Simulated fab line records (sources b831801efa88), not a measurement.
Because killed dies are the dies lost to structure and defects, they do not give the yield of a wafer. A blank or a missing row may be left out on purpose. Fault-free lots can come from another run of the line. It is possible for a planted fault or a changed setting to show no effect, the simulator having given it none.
One fault through the eyes of 2 desks    flow sfq_line    only its own numbers are on each desk; what lay behind them is given at the end

METROLOGY DESK
What the gauges read, lot by lot, whatever tool the lot ran on: means of the sampled wafers that have a number. The brackets show how far a lot's mean lies from the usual mean; more than 4 standard deviations puts the lot out of limits, marked OUT.
Columns: A = M8_AU_THK at SFQ_M8_THK_MEAS_950, usual 180.5 nm
lot   first seen here  A
L116  day 86 09:32     179.0
L118  day 86 16:45     179.5
L119  day 86 20:20     178.4
L120  day 86 23:57     180.7
L121  day 87 01:09     183.0
L122  day 90 16:17     180.0
L123  day 90 17:28     180.8
L124  day 90 18:40     180.5
L126  day 90 22:16     179.4
L130  day 91 18:40     182.4
L131  day 91 22:16     181.3
L133  day 92 04:16     179.6
L137  day 92 23:15     182.3
L139  day 93 06:26     181.8
Finding of this desk: none of the 14 lots has anything out of limits.

TOOL OWNER'S DESK, pecvd-01
The tool's own readings at SFQ_TRILAYER_I7_DEP_PECVD_183 (deposits SiO2 from SiH4/N2O, time 111.11 s, target thk 500 nm): means of the sampled wafers that have a number, for each lot that ran on this tool. The brackets show how far a lot's mean lies from the usual mean; more than 4 standard deviations puts the lot out of limits, marked OUT.
Columns: A = heater_power_w at SFQ_TRILAYER_I7_DEP_PECVD_183, usual 88 W; B = rf_fwd_power_W at SFQ_TRILAYER_I7_DEP_PECVD_183, usual 182.5 W; C = showerhead_vpp_V at SFQ_TRILAYER_I7_DEP_PECVD_183, usual 846 V; D = throttle_valve_pct at SFQ_TRILAYER_I7_DEP_PECVD_183, usual 25.4 %
lot   first seen here  A    B                C    D
L119  day 82 08:24     85   182.4            831  26.9
L121  day 82 14:24     88   182.5            826  26.3
L123  day 86 07:15     83   182.7            825  27.4
L130  day 87 13:15     112  153.4 (-53) OUT  760  24.3
L131  day 87 18:03     100  153.8 (-52) OUT  750  23.8
Finding of this desk: L130, L131 out of limits; the first was L130 at day 87 13:15, on rf_fwd_power_W at SFQ_TRILAYER_I7_DEP_PECVD_183. L119, L121, L123: within limits.

TAKEN TOGETHER
An alarm could have come from the tool owner's desk at day 87 13:15, on L130, L131.
From the metrology desk's view, nothing was out of limits.
The metrology desk has L130, L131 on record, within its limits.
All the named lots went through SFQ_TRILAYER_I7_DEP_PECVD_183 on pecvd-01.

WHAT THE SIMULATOR HAD INSERTED
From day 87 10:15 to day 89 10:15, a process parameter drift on pecvd-01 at SFQ_TRILAYER_I7_DEP_PECVD_183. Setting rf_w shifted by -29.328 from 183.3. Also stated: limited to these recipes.
Lots struck among those shown: L130, L131.
How many hours passed from the start of the fault until each desk's first out-of-limits reading: the tool owner's desk, 3.
